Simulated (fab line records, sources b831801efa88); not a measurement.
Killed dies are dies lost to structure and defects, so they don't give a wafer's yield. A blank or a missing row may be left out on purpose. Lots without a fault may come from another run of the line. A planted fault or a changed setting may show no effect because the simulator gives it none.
fab line records | flow sky130
record lots=12 wafers=36 last_day=50
route steps=708 shown CAP2M@603 METAL4@629 VIA4@656 PAD_OPEN@708
lots that met no fault: from a run of the same line without faults
start_h: hours from the record's first day to the start of the lot's first wafer shown | wait_h: hours since the lot's step before | " the same as in the row above | L1.1+2: a row that stands for several wafers | - no value, or no start given | * or withheld: withheld | < > ~ a bound
route shown NAME@n: a module of which the file shows steps, and the number in the route of the first | usual: mean/standard deviation of fault-free wafers | same: alike in all rows | chamber/n: place in a boat | sites: the reading at each site | _std_site: their standard deviation | _edge_site: outer sites' mean less inner sites' | radius_mm: how far each site lies from the wafer's centre | mask NAME#n: copy n | behind: the tool/chamber that last shaped the wafer | hold: why the lot was held/for how many hours/how that ended | device: the transistor (n, p or np) that didn't switch | end of line: the same wafers' tests at the end of the route | a step without rows: its recipe alone | killed: dies lost to structure and defects at the first sort, not the wafer's yield | map: a wafer's dies, x killed, . not, _ none there
set.NAME: the setting as run; set.NAME@STEP: as run at that earlier step | model.NAME: the simulator's own value behind a step, which no gauge read
steps of the route over a sample of lots; a table a step, a row a wafer
services: from which hour (start_h, from the record's first day; less than 0 if before it) a tool's chamber was out of use, for how many hours, and why
## steps
# step SKY_CAP2M_CVD_00
# recipe material=SiO2 target_thk_nm=15.5 temp_c=400 time_s=withheld rf_w=450
# usual heater_power_w=708/83 rf_fwd_power_W=443.0/2.2
# columns lot.wafer tool chamber start_h wait_h heater_power_w rf_fwd_power_W
L876.4 pecvd-03 0 929.07 0.0 677 444.0
L876.5 " 2 " " 706 442.4
L876.6 " 1 " " 757 442.7
L880.1 pecvd-01 2 959.30 0.0 684 443.6
L880.3 " 1 " " 963 442.3
L880.5 " 0 " " 743 444.9
L882.1 pecvd-01 2 966.90 0.0 596 446.4
L882.5 " 2 " " 597 447.8
L882.6 " 1 " " 885 441.8
L883.2 pecvd-02 2 979.30 0.0 663 439.2
L883.4 " 0 " " 732 437.0
L883.6 " 1 " " 872 442.4
L885.2 pecvd-01 2 995.53 0.0 612 446.1
L885.3 " 1 " " 821 438.3
L885.5 " 1 " " 810 440.6
L886.2 pecvd-03 2 1003.35 0.0 643 440.3
L886.4 " 0 " " 639 445.8
L886.5 " 0 " " 649 444.5
L887.1 pecvd-03 2 1016.86 0.0 613 442.2
L887.3 " 2 " " 620 442.8
L887.6 " 0 " " 739 443.3
L888.2 pecvd-03 2 1020.59 0.0 691 441.5
L888.3 " 0 " " 734 444.2
L888.6 " 2 " " 699 443.8
L889.2 pecvd-01 1 1023.81 0.0 841 443.0
L889.3 " 2 " " 678 446.1
L889.4 " 1 " " 815 440.5
L891.3 pecvd-01 0 1040.41 0.0 647 445.8
L891.4 " 2 " " 652 443.0
L891.5 " 1 " " 860 443.5
L894.3 pecvd-01 1 1054.13 0.0 962 442.3
L894.4 " 2 " " 602 446.4
L894.5 " 0 " " 653 443.4
L898.4 pecvd-01 1 1077.72 0.0 945 441.3
L898.5 " 2 " " 627 445.6
L898.6 " 0 " " 718 445.6
# step SKY_CAP2M_THK_MEAS_01
# recipe reads=SiO2_of_CAP2M_CVD_00
# usual CAP2M_CVD_00_THK=15.45/0.24
# columns lot.wafer tool chamber start_h wait_h CAP2M_CVD_00_THK[nm]
L876.4 film_metro-02 - 929.11 - 15.62
L876.5 " - " " 15.55
L876.6 " - " " 15.35
L880.1 film_metro-02 - 959.32 - 15.04
L880.3 " - " " 15.07
L880.5 " - " " 15.30
L882.1 film_metro-03 - 966.92 - 15.21
L882.5 " - " " 15.40
L882.6 " - " " 15.18
L883.2 film_metro-02 - 979.34 - 15.46
L883.4 " - " " 15.48
L883.6 " - " " 15.84
L885.2 film_metro-01 - 995.58 - 15.48
L885.3 " - " " 15.47
L885.5 " - " " 15.46
L886.2 film_metro-01 - 1003.39 - 15.22
L886.4 " - " " 15.55
L886.5 " - " " 15.68
L887.1 film_metro-03 - 1016.89 - 15.09
L887.3 " - " " 15.52
L887.6 " - " " 15.42
L888.2 film_metro-02 - 1020.64 - 15.23
L888.3 " - " " 15.68
L888.6 " - " " 15.61
L889.2 film_metro-02 - 1023.84 - 15.07
L889.3 " - " " 15.01
L889.4 " - " " 15.48
L891.3 film_metro-03 - 1040.45 - 15.31
L891.4 " - " " 15.58
L891.5 " - " " 15.69
L894.3 film_metro-03 - 1054.17 - 15.11
L894.4 " - " " 15.11
L894.5 " - " " 15.39
L898.4 film_metro-02 - 1077.76 - 15.49
L898.5 " - " " 15.50
L898.6 " - " " 15.60
# step SKY_METAL4_CD_MEAS_13
# recipe target_cd_nm=300
# usual cd_nm=299.8/1.3
# columns lot.wafer tool chamber start_h wait_h cd_nm
L876.4 cd_sem-01 - 978.28 - 300.6
L876.5 " - " " 301.4
L876.6 " - " " 298.8
L880.1 cd_sem-02 - 1006.84 - 297.9
L880.3 " - " " 298.4
L880.5 " - " " 296.7
L882.1 cd_sem-01 - 1014.12 - 301.5
L882.5 " - " " 301.0
L882.6 " - " " 302.1
L883.2 cd_sem-01 - 1027.04 - 298.0
L883.4 " - " " 298.3
L883.6 " - " " 299.1
L885.2 cd_sem-02 - 1041.24 - 299.8
L885.3 " - " " 302.2
L885.5 " - " " 300.9
L886.2 cd_sem-02 - 1048.34 - 300.5
L886.4 " - " " 299.6
L886.5 " - " " 300.3
L887.1 cd_sem-01 - 1061.72 - 300.0
L887.3 " - " " 300.1
L887.6 " - " " 300.6
L888.2 cd_sem-01 - 1064.64 - 301.6
L888.3 " - " " 301.0
L888.6 " - " " 302.4
L889.2 cd_sem-01 - 1067.91 - 299.2
L889.3 " - " " 299.0
L889.4 " - " " 298.7
L891.3 cd_sem-01 - 1083.85 - 298.1
L891.4 " - " " 298.8
L891.5 " - " " 299.7
L894.3 cd_sem-01 - 1096.88 - 299.3
L894.4 " - " " 299.4
L894.5 " - " " 298.9
L898.4 cd_sem-02 - 1119.08 - 299.1
L898.5 " - " " 299.0
L898.6 " - " " 299.4
# step SKY_VIA4_SPUTTER_17
# recipe material=TiN target_thk_nm=20 chamber_pressure_pa=5 power_w=4000 time_s=80
# usual throttle_valve_pct=29.6/0.88
# columns lot.wafer tool chamber start_h wait_h throttle_valve_pct
L876.4 pvd_sputter-02 - 1004.66 0.0 29.3
L876.5 " - " " 30.3
L876.6 " - " " 28.9
L880.1 pvd_sputter-01 - 1031.72 0.0 30.7
L880.3 " - " " 30.3
L880.5 " - " " 28.5
L882.1 pvd_sputter-03 - 1038.19 0.0 31.2
L882.5 " - " " 29.9
L882.6 " - " " 31.1
L883.2 pvd_sputter-02 - 1051.24 0.0 29.5
L883.4 " - " " 29.0
L883.6 " - " " 28.1
L885.2 pvd_sputter-01 - 1065.19 0.0 29.3
L885.3 " - " " 28.4
L885.5 " - " " 28.8
L886.2 pvd_sputter-02 - 1071.97 0.0 28.2
L886.4 " - " " 30.3
L886.5 " - " " 30.5
L887.1 pvd_sputter-02 - 1085.19 0.0 29.6
L887.3 " - " " 30.0
L887.6 " - " " 29.0
L888.2 pvd_sputter-02 - 1087.62 0.0 28.0
L888.3 " - " " 29.1
L888.6 " - " " 28.0
L889.2 pvd_sputter-01 - 1091.49 0.0 29.6
L889.3 " - " " 30.8
L889.4 " - " " 28.6
L891.3 pvd_sputter-01 - 1107.07 0.0 28.8
L891.4 " - " " 29.6
L891.5 " - " " 30.0
L894.3 pvd_sputter-01 - 1119.44 0.0 28.7
L894.4 " - " " 30.3
L894.5 " - " " 30.0
L898.4 pvd_sputter-01 - 1140.59 0.0 30.6
L898.5 " - " " 30.8
L898.6 " - " " 28.8
# step SKY_PAD_OPEN_PROBE_99
# usual defect_limited_yield=82.5/2 killed_at_M0_to_M3=42/6.6 killed_at_M4_up=3.1/1.9 killed_at_contacts=25/5.7 killed_at_front_end=16/5 killed_at_other=0.2/0.38 killed_dies=86/9.6 killed_open=47/7.2 killed_short=39/6.2 sort_bin_3_pad_short=0.9/0.44 sort_bin_5_function=10.3/1.5 sort_bin_6_memory=6.2/1.1 sort_n_pass=406/9.6 sort_yield_pct=82.5/2
# same gross_dies=492 killed_at_back_side=0 sort_bin_4_leakage[%]=0 sort_bin_8_speed[%]=0
# columns lot.wafer tool chamber start_h wait_h defect_limited_yield[%] killed_at_M0_to_M3 killed_at_M4_up killed_at_contacts killed_at_front_end killed_at_other killed_dies killed_open killed_short sort_bin_3_pad_short[%] sort_bin_5_function[%] sort_bin_6_memory[%] sort_n_pass sort_yield_pct[%]
L891.3 prober-02 - 1166.64 0.2 80.1 45 3 34 16 0 98 52 46 1.4 11.8 6.7 394 80.1
L891.4 prober-02 - 1166.69 0.2 82.1 39 2 31 16 0 88 50 38 1.4 10.0 6.5 404 82.1
L891.5 prober-02 - 1166.74 0.2 80.1 52 5 27 13 1 98 61 37 1.2 11.2 7.5 394 80.1
L894.3 prober-01 - 1178.76 0.2 82.1 51 2 20 15 0 88 46 42 1.4 9.1 7.3 404 82.1
L894.4 prober-01 - 1178.81 0.2 71.3 45 8 15 10 63 141 40 38 4.1 17.1 7.5 351 71.3
L894.5 prober-01 - 1178.86 0.2 82.5 39 2 19 26 0 86 44 42 1.6 8.7 7.1 406 82.5
L898.4 prober-01 - 1195.65 0.2 80.1 57 4 20 17 0 98 59 39 0.4 11.2 8.3 394 80.1
L898.5 prober-01 - 1195.70 0.2 72.0 34 4 20 23 57 138 43 38 3.7 16.7 7.7 354 72.0
L898.6 prober-01 - 1195.75 0.2 85.0 42 4 16 12 0 74 36 38 1.0 8.9 5.1 418 85.0
# killed by level:class
L891.3 LI_CONTACT:geometric_particle:open=11 CONTACT:geometric_particle:short=9 CONTACT:geometric_particle:open=8 VIA1:geometric_particle:open=8 VIA3:geometric_particle:open=7 METAL1:geometric_particle:short=6 POLY_GATE:geometric_particle:open=5 VIA1:geometric_particle:short=5
L891.4 CONTACT:geometric_particle:open=12 LI_CONTACT:geometric_particle:open=10 VIA2:geometric_particle:open=8 METAL1:geometric_particle:short=7 POLY_GATE:geometric_particle:short=5 METAL2:geometric_particle:short=5 FIELD_ISO:geometric_particle:short=4 LOCAL_INTERCONNECT:geometric_particle:short=4
L891.5 VIA1:geometric_particle:open=13 CONTACT:geometric_particle:open=12 VIA2:geometric_particle:open=10 LI_CONTACT:geometric_particle:open=7 METAL2:geometric_particle:short=6 POLY_GATE:geometric_particle:open=5 LOCAL_INTERCONNECT:geometric_particle:short=5 METAL1:geometric_particle:short=4
L894.3 VIA1:geometric_particle:open=16 VIA3:geometric_particle:open=10 CONTACT:geometric_particle:open=8 CONTACT:geometric_particle:short=7 METAL2:geometric_particle:short=7 POLY_GATE:geometric_particle:short=6 FIELD_ISO:geometric_particle:short=5 VIA1:geometric_particle:short=4
L894.4 CAP2M:unspecified=63 VIA3:geometric_particle:open=8 VIA2:geometric_particle:open=8 METAL4:geometric_particle:short=7 CONTACT:geometric_particle:open=7 VIA1:geometric_particle:open=7 METAL2:geometric_particle:short=7 METAL3:geometric_particle:short=5
L894.5 VIA1:geometric_particle:open=9 FIELD_ISO:geometric_particle:open=8 METAL2:geometric_particle:short=8 CONTACT:geometric_particle:open=7 FIELD_ISO:geometric_particle:short=5 LI_CONTACT:geometric_particle:open=4 METAL1:geometric_particle:short=4 VIA1:geometric_particle:short=4
L898.4 VIA1:geometric_particle:open=14 VIA3:geometric_particle:open=10 VIA1:geometric_particle:short=9 POLY_GATE:geometric_particle:open=7 LI_CONTACT:geometric_particle:open=7 METAL2:geometric_particle:short=6 VIA2:geometric_particle:open=6 CONTACT:geometric_particle:open=5
L898.5 CAP2M:unspecified=57 VIA1:geometric_particle:open=9 POLY_GATE:geometric_particle:open=6 CONTACT:geometric_particle:open=6 METAL2:geometric_particle:short=6 FIELD_ISO:geometric_particle:open=5 CONTACT:geometric_particle:short=5 FIELD_ISO:geometric_particle:short=4
L898.6 METAL2:geometric_particle:short=9 VIA1:geometric_particle:open=9 LOCAL_INTERCONNECT:geometric_particle:short=5 VIA2:geometric_particle:open=5 FIELD_ISO:geometric_particle:short=4 LI_CONTACT:geometric_particle:open=3 CONTACT:geometric_particle:open=3 VIA1:geometric_particle:short=3
## services
# columns tool chamber start_h hours kind
pvd_sputter-03 - 907.52 4.1 repair
pecvd-03 - 929.65 2.8 pm
pvd_sputter-03 0 958.13 - consumable_replace:kit
pvd_sputter-03 0 958.13 18.0 scheduled_down
pvd_sputter-03 0 958.13 18.0 vent_cycle
pecvd-02 2 986.62 2.1 scheduled_down
pvd_sputter-02 - 997.40 1.4 repair
pecvd-03 1 999.38 - clean
pecvd-03 1 999.38 - consumable_replace:showerhead
pecvd-03 1 999.38 29.0 scheduled_down
pecvd-03 1 999.38 29.0 vent_cycle
pvd_sputter-02 1 1001.78 - consumable_replace:kit
pvd_sputter-02 1 1001.78 18.0 scheduled_down
pvd_sputter-02 1 1001.78 18.0 vent_cycle
pvd_sputter-02 - 1024.00 2.0 repair
pecvd-02 1 1050.07 21.9 repair
pvd_sputter-03 - 1058.94 89.3 repair
pvd_sputter-01 1 1068.07 - consumable_replace:kit
pvd_sputter-01 1 1068.07 18.0 scheduled_down
pvd_sputter-01 1 1068.07 18.0 vent_cycle
pecvd-01 - 1097.67 1.0 repair
pvd_sputter-02 0 1138.97 - consumable_replace:kit
pvd_sputter-02 0 1138.97 18.0 scheduled_down
pvd_sputter-02 0 1138.97 18.0 vent_cycle
## key
first_sign step=SKY_PAD_OPEN_PROBE_99 reading=killed_at_other direction=up sigmas=60 usual=0.2 struck=60
effect step=SKY_PAD_OPEN_PROBE_99 reading=sort_bin_3_pad_short direction=up sigmas=6.6 usual=0.9 struck=3.9
met_at SKY_CAP2M_CVD_00
struck_lots L894,L898
struck_wafers L894.4,L898.5
not_acting_at SKY_CAP2M_THK_MEAS_01,SKY_METAL4_CD_MEAS_13,SKY_VIA4_SPUTTER_17
onset_between 1040.41 1054.13
fault kind=chamber_particle_source tool=pecvd-01 chamber=2 onset_h=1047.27 steps=SKY_CAP2M_CVD_00 rate_per_visit_cm2=1.1315 end_h=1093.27
